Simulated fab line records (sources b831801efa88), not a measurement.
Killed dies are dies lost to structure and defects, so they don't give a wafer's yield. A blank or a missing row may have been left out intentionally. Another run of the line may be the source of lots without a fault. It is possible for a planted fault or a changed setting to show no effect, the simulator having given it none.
Struck lot and sound lot, side by side | flow gf180mcu | 43 steps out of a route of 602
Sound: wafers L349.2, L349.3, L349.6. Struck: wafer L342.5 (L342.2, L342.6, from the same lot, were not struck and are left out); the cause is given at the end.
Each step with rows lists, per side, the tool, then ch with its chambers, then its first start. Under that, the readings that differ: sound wafers | struck wafers | difference of the means | sigmas: that difference in standard deviations of wafers without a fault.
alike: same words and numbers on both sides, and readings whose means sit less than 2 such deviations apart. not compared: any withheld reading, any reading some wafer has no value for, any bound like >300 that may hide the same value, and any number with overlapping values for which the record gives no deviation.
The two part at a step that has a row with sigmas, a row that says differs or no value, or rows on one side only. Numbers that don't overlap but have no deviation are shown without sigmas and don't part them. Lack of a reading on every wafer of one side parts them only where that side has two or more wafers.

first, 1 step without rows for these wafers: GF_VT_IMPLANT_IMPLANT_30.
GF_VT_IMPLANT_STRIP_31: strips in O2/N2.
  sound on plasma asher-01 ch 0, day 11 12:05; struck on plasma asher-04 ch 1, day 9 13:05
  reading                     | sound       | struck | difference | sigmas
  drypump motor current A (A) | 6.3 6.3 6.3 | 5.4    | -0.9       | -3
  heater power w (W)          | 369 363 365 | 282    | -84        | -2
  alike: oes product au, strip time to endpoint s
  not compared: rf hours counter h
GF_VT_IMPLANT_TW_MEAS_32:
  sound on film metro-03, day 11 12:12; struck on film metro-03, day 9 13:12
  alike: VT_IMPLANT_3_TW
then, 7 steps without rows for these wafers: GF_VT_IMPLANT_DEHYDRATE_33 (time 60 s); GF_VT_IMPLANT_HMDS_34 (prime time 60 s); GF_VT_IMPLANT_COAT_35 (resist thk 1000 nm); GF_VT_IMPLANT_SOFTBAKE_36 (time 60 s); GF_VT_IMPLANT_EXPOSE_37 (exposes mask Nwell HV AREA, target cd 860 nm); GF_VT_IMPLANT_PEB_38; GF_VT_IMPLANT_DEVELOP_39 (develop time 60 s).
GF_VT_IMPLANT_OVL_MEAS_40:
  sound on overlay-01, day 12 06:58; struck on overlay-02, day 10 06:19
  alike: VT_IMPLANT_03_OVL
following that, these wafers have no rows for 1 step: GF_VT_IMPLANT_IMPLANT_41.
GF_VT_IMPLANT_STRIP_42: strips in O2/N2.
  sound on plasma asher-04 ch 0,1, day 12 07:08; struck on plasma asher-02 ch 0, day 10 06:29
  alike: drypump motor current A, heater power w, oes product au, strip time to endpoint s
  not compared: rf hours counter h
GF_VT_IMPLANT_TW_MEAS_43:
  sound on film metro-01, day 12 07:15; struck on film metro-03, day 10 06:36
  reading         | sound       | struck | difference | sigmas
  VT_IMPLANT_4_TW | 685 685 685 | 694    | +9         | +2
then, 1 step without rows for these wafers: GF_VT_IMPLANT_CLEAN_44 (cleans in SC1/SC2, time 150 s).
GF_VT_IMPLANT_RTA_45: time 30 s.
  sound on rtp anneal-01 ch 0, day 12 07:22; struck on rtp anneal-01 ch 0, day 10 06:43
  alike: lamp power pct, wafer_temp_C_max
GF_VT_IMPLANT_RS_MEAS_46: measures by four-point-probe.
  sound on film metro-04, day 12 07:28; struck on film metro-04, day 10 06:49
  alike: MVSD_RS
GF_VT_IMPLANT_RS_MEAS_47: measures by four-point-probe.
  sound on film metro-04, day 12 07:35; struck on film metro-04, day 10 06:56
  alike: NWELL_RS
GF_VT_IMPLANT_RS_MEAS_48: measures by four-point-probe.
  sound on film metro-04, day 12 07:43; struck on film metro-04, day 10 07:04
  alike: LVPWELL_RS
GF_VT_IMPLANT_RS_MEAS_49: measures by four-point-probe.
  sound on film metro-04, day 12 07:50; struck on film metro-04, day 10 07:11
  alike: MVPSD_RS
then, 4 steps without rows for these wafers: GF_VT_IMPLANT_WET_ETCH_50 (etches SiO2 in dHF, target depth 20 nm, time 400 s); GF_DUAL_GATE_CLEAN_00 (cleans in SC1/SC2, time 150 s); GF_DUAL_GATE_CLEAN_01 (cleans in dHF, time 20 s); GF_DUAL_GATE_OXIDATION_02 (stabilise 600 s, purge 300 s, target thk 10.887 nm).
GF_DUAL_GATE_THK_MEAS_03:
  sound on film metro-03, day 12 09:34; struck on film metro-01, day 10 08:55
  alike: DUAL_GATE_OXIDATION_00_THK
then, 7 steps without rows for these wafers: GF_DUAL_GATE_DEHYDRATE_04 (time 60 s); GF_DUAL_GATE_HMDS_05 (prime time 60 s); GF_DUAL_GATE_COAT_06 (resist thk 1000 nm); GF_DUAL_GATE_SOFTBAKE_07 (time 60 s); GF_DUAL_GATE_EXPOSE_08 (exposes mask Dualgate, target cd 700 nm); GF_DUAL_GATE_PEB_09; GF_DUAL_GATE_DEVELOP_10 (develop time 60 s).
GF_DUAL_GATE_OVL_MEAS_11:
  sound on overlay-02, day 13 05:43; struck on overlay-02, day 11 02:25
  alike: DUAL_GATE_OVL
then, 1 step without rows for these wafers: GF_DUAL_GATE_WET_ETCH_12 (etches SiO2 in dHF, target depth 13 nm, time 260 s).
GF_DUAL_GATE_STRIP_13: strips in O2/N2.
  sound on plasma asher-04 ch 0,1, day 13 05:49; struck on plasma asher-03 ch 1, day 11 02:31
  alike: drypump motor current A, heater power w, oes product au, strip time to endpoint s
  not compared: rf hours counter h
then, 3 steps without rows for these wafers: GF_DUAL_GATE_CLEAN_14 (cleans in SC1/SC2, time 150 s); GF_DUAL_GATE_OXIDATION_15 (stabilise 600 s, purge 300 s, target thk 7.098 nm); GF_POLY_GATE_CVD_00 (deposits poly-Si, target thk 200 nm, time 1200 s).
GF_POLY_GATE_THK_MEAS_01:
  sound on film metro-01, day 13 08:52; struck on film metro-02, day 11 05:34
  alike: POLY_GATE_CVD_00_THK
then, 3 steps without rows for these wafers: GF_POLY_GATE_DEHYDRATE_02 (time 60 s); GF_POLY_GATE_HMDS_03 (prime time 60 s); GF_POLY_GATE_COAT_04.
-- here the record skips 21 days between the struck wafers' starts before and after, leaving off in module POLY_GATE and picking up in module PASSIVATION (first step shown: number 602 of the route) --
GF_PASSIVATION_PROBE_99:
  the record has rows for the struck wafers here (prober-02, day 31 20:56) and none for the sound ones

WHERE THEY PART
First at GF_VT_IMPLANT_STRIP_31; last, within this record, at GF_PASSIVATION_PROBE_99.

WHY: whatever the simulator had introduced
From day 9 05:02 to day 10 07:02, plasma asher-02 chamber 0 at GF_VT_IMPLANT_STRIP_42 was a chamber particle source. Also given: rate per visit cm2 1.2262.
